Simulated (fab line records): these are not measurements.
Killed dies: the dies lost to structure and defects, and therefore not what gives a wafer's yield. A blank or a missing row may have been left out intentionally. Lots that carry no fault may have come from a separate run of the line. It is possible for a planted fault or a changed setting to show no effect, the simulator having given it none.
Problem report, 8D (eight disciplines) form, completed by code    flow sky130    the parts of the form that need people (team, actions taken, sign-off) are left out

== 1. WHAT IS WRONG ==
Mean of spin-speed-rpm at SKY_RES_PROTECT_COAT_02: 2950.0 rpm across 6 wafers in 2 lots; on wafers with no fault it is 3000.0 rpm (standard deviation 2.2). That is -23 standard deviations from the usual mean.
The step: resist thk 1140 nm.
First observed at day 22 09:19: wafer L308.1, on litho-track-04. The record has a number at this step for 18 wafers belonging to 6 lots. Rule for "out" (also "out of limits"): further than 4 standard deviations from the usual mean. Any other wafer with a number is counted as sound.

== 2. WHAT THIS IS AND IS NOT ==
question                     is                      is not
which readings at this step  spin-speed-rpm          -
which lots                   L308, L309              L287, L288, L295, L298
which wafers of those lots   all that have a number  -
read on which tools          litho-track-04          litho-track-01, litho-track-03
when                         from day 22 09:19       up to then (12 sound wafers)

== 3. THE SUSPECTS, EACH WITH WHAT RULES IT OUT ==
Counting: a tool at any process step up to the reading remains a suspect when it ran all the lots that are out and ran no sound lot after the first of those.
- litho-track-04 at SKY_RES_PROTECT_COAT_02 (resist thk 1140 nm): kept. All lots that are out passed through it, beginning with L308 at day 22 09:19, and no sound lot followed; its final sound lot before that point was L298 at day 19 00:55. Its own spin-speed-rpm readings are out on those wafers.
Left after counting: litho-track-04 at SKY_RES_PROTECT_COAT_02.

== 4. THE CAUSE (what the simulator had put in) ==
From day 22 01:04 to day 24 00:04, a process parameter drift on litho-track-04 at SKY_RES_PROTECT_COAT_02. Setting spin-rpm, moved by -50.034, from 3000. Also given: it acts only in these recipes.
After counting, this tool was the only one left.

== 5. SEQUENCE OF EFFECTS, ordered by route ==
One row per reading whose mean, taken over the struck wafers that have a number, lies over 3 standard deviations from the usual. Only readings for which the record gives a usual standard deviation are gone through. hours: the time from each lot's start at the first step in this table that gives one to its start at this step, as a median over the lots. sigmas: the change in usual standard deviations.
hours  step                     reading         usual       on struck wafers  change  sigmas
0      SKY_RES_PROTECT_COAT_02  spin-speed-rpm  3000.0 rpm  2950.0            -50.0   -23
Its process steps:
- SKY_RES_PROTECT_COAT_02: resist thk 1140 nm.

== 6. WHAT WOULD HAVE CAUGHT IT SOONER ==
First out-of-limits reading in this record: day 22 09:19, which is 8 hours after fault onset at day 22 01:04.
